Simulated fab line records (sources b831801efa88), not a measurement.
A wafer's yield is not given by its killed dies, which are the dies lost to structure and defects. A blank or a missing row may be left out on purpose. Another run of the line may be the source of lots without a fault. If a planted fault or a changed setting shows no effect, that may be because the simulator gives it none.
Matching of chambers + flow gf180mcu + GF_CONTACT_CVD_02 on pecvd-01 has 3 sister chambers
The step deposits SiO2 from TEOS, target thk 860 nm, time 95.992 s. 6 wafers are shown with their chamber, then 10 later ones without.

== EACH WAFER AND ITS CHAMBER ==
| wafer  | chamber | heater-power-w (W) | heater-power-outer-w (W) |
|--------|---------|--------------------|--------------------------|
| L686.2 | 0       | 677                | 392                      |
| L689.1 | 1       | 598                | 365                      |
| L689.5 | 1       | 483                | 271                      |
| L691.3 | 0       | 656                | 380                      |
| L694.1 | 2       | 553                | 289                      |
| L694.4 | 2       | 443                | 209                      |

== WAFERS MISSING THEIR CHAMBER ==
| wafer  | heater-power-w (W) | heater-power-outer-w (W) |
|--------|--------------------|--------------------------|
| L694.5 | 733                | 455                      |
| L695.4 | 545                | 286                      |
| L695.5 | 556                | 312                      |
| L695.6 | 703                | 414                      |
| L698.1 | 514                | 267                      |
| L698.3 | 666                | 389                      |
| L698.6 | 719                | 423                      |
| L699.1 | 680                | 417                      |
| L699.3 | 560                | 304                      |
| L699.4 | 712                | 423                      |

== WHICH CHAMBER EACH WENT THROUGH ==
| wafer  | from the rows above          | in truth |
|--------|------------------------------|----------|
| L694.5 | 0                            | 0        |
| L695.4 | can't be placed: 1 or 2      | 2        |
| L695.5 | can't be placed: 1 or 2 or 0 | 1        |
| L695.6 | 0                            | 0        |
| L698.1 | can't be placed: 2 or 1      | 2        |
| L698.3 | 0                            | 0        |
| L698.6 | 0                            | 0        |
| L699.1 | 0                            | 0        |
| L699.3 | can't be placed: 1 or 2 or 0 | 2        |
| L699.4 | 0                            | 0        |
Correctly placed: 6 of 10. Not placeable from these rows: 4 (in 4, the candidates include the true chamber). 0 placed wrongly.
How it was worked out, from the rows above alone: a wafer's distance from a chamber is the root of the sum, over the readings, of the square of ((its reading less the chamber's mean) divided by the reading's scatter). If the next closest chamber is less than 2 further off than the closest, the wafer can't be placed; otherwise it belongs to the closest. The mean given for a chamber averages the wafers shown for that chamber. The scatter is the square root of a quotient: the sum, over the shown wafers, of each reading's squared deviation from its chamber's mean, divided by wafers minus chambers.
